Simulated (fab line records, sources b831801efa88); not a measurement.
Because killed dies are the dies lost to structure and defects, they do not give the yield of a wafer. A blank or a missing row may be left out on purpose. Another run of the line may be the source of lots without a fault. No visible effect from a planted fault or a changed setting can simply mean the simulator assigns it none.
8D (eight disciplines) problem report, filled in by code -- flow sky130 -- the parts of the form that need people (team, actions taken, sign-off) are left out

## 1. WHAT IS WRONG
SD_N_TW at SKY_SD_N_TW_MEAS_12 reads a mean of 30 on 3 wafers of 1 lot; wafers without a fault read 3977 with a standard deviation of 37. So: -99 or more standard deviations from the usual mean.
First seen on wafer L255.1, day 33 15:55, on film_metro-01. The record has a number at this step for 39 wafers belonging to 13 lots. Rule for "out", or "out of limits": more than 4 standard deviations from the usual mean. The rest of the wafers with a number are treated as sound.

## 2. WHAT THIS IS AND IS NOT
question,is,is not
which readings at this step,SD_N_TW,-
which lots,L255,"L239, L241, L242, L243, L244, L245, L246, L247, L248, L249, L252, L261"
which wafers of those lots,all that have a number,-
read on which gauges,film_metro-01,"film_metro-02, film_metro-03"
when,from day 33 15:55,up to then (33 sound wafers); but 3 sound wafers of L261 came after

## 3. WHAT RULES OUT EACH SUSPECT
Counting: any tool at a process step up to the reading is kept as a suspect provided that every lot that is out went through it and no sound lot did after the first of them.
- ruled out: the gauge at SKY_SD_N_TW_MEAS_12. All the wafers that are out were read on film_metro-01, but those of them that SKY_RES_XHIGH_STRIP_08 has rows for are out there too, on other tools.
- rie_diel-02 at SKY_SPACER_ETCHBACK_02 (etches Si3N4 in CH3F/O2, stops on SiO2, time 46.7 s, target depth 45 nm): ruled out as a lasting fault. Following L255 (day 29 02:38), the first lot on it that is out, the sound lots L261 were run on it.
- plasma_asher-04 at SKY_RES_XHIGH_STRIP_08 (strips in O2/N2): kept. It ran the lot that is out, L255 (day 32 12:46), and no sound lot after that; its last sound lot up to then is L246 (day 29 12:30). Out on those wafers are its own readings of oes_product_au.
- plasma_asher-01 at SKY_SD_N_STRIP_11 (strips in O2/N2): ruled out as a lasting fault. Following L255 (day 33 15:49), the first lot on it that is out, the sound lots L261 were run on it.
After counting, what remains is plasma_asher-04 at SKY_RES_XHIGH_STRIP_08.

## 4. THE CAUSE (what the simulator had put in)
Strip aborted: plasma_asher-04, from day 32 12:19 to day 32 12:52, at SKY_RES_XHIGH_STRIP_08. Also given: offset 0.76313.
This tool alone remained once counting was done.

## 5. SEQUENCE OF EFFECTS, ordered by route
Each row: a reading whose mean over the struck wafers that have a number lies more than 3 standard deviations from the usual. Only readings whose record carries a usual standard deviation are examined. hours: median over the lots of the time between each lot's start at the first step of this table that gives one and its start at this step. sigmas: the change, counted in usual standard deviations.
hours,step,reading,usual,on struck wafers,change,sigmas
0,SKY_RES_XHIGH_STRIP_08,oes_product_au,0.711 a.u.,0.903,+0.192,+46
27,SKY_SD_N_STRIP_11,oes_product_au,0.527 a.u.,0.586,+0.059,+14
27,SKY_SD_N_STRIP_11,strip_time_to_endpoint_s,22.55 s,31.38,+8.83,+99 or more
27,SKY_SD_N_TW_MEAS_12,SD_N_TW,3977,30,-3947,-99 or more
Process steps it contains:
- SKY_RES_XHIGH_STRIP_08: strips in O2/N2.
- SKY_SD_N_STRIP_11: strips in O2/N2.
Readings that are blank on the struck wafers while sound wafers have them: strip_time_to_endpoint_s at SKY_RES_XHIGH_STRIP_08.

## 6. HOW IT WOULD HAVE BEEN CAUGHT EARLIER
In this record the first reading out of limits at a measuring or inspecting step was taken at day 33 15:55, 28 hours after the fault began at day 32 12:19.
Tool's own readings at SKY_RES_XHIGH_STRIP_08, oes_product_au: out on all struck wafers the step has rows for; an alarm limit on them would have tripped on the first.
All the lots that are out (1) had begun SKY_RES_XHIGH_STRIP_08 on plasma_asher-04 by day 33 15:55. A hold on the tool at that time would have spared none of them.
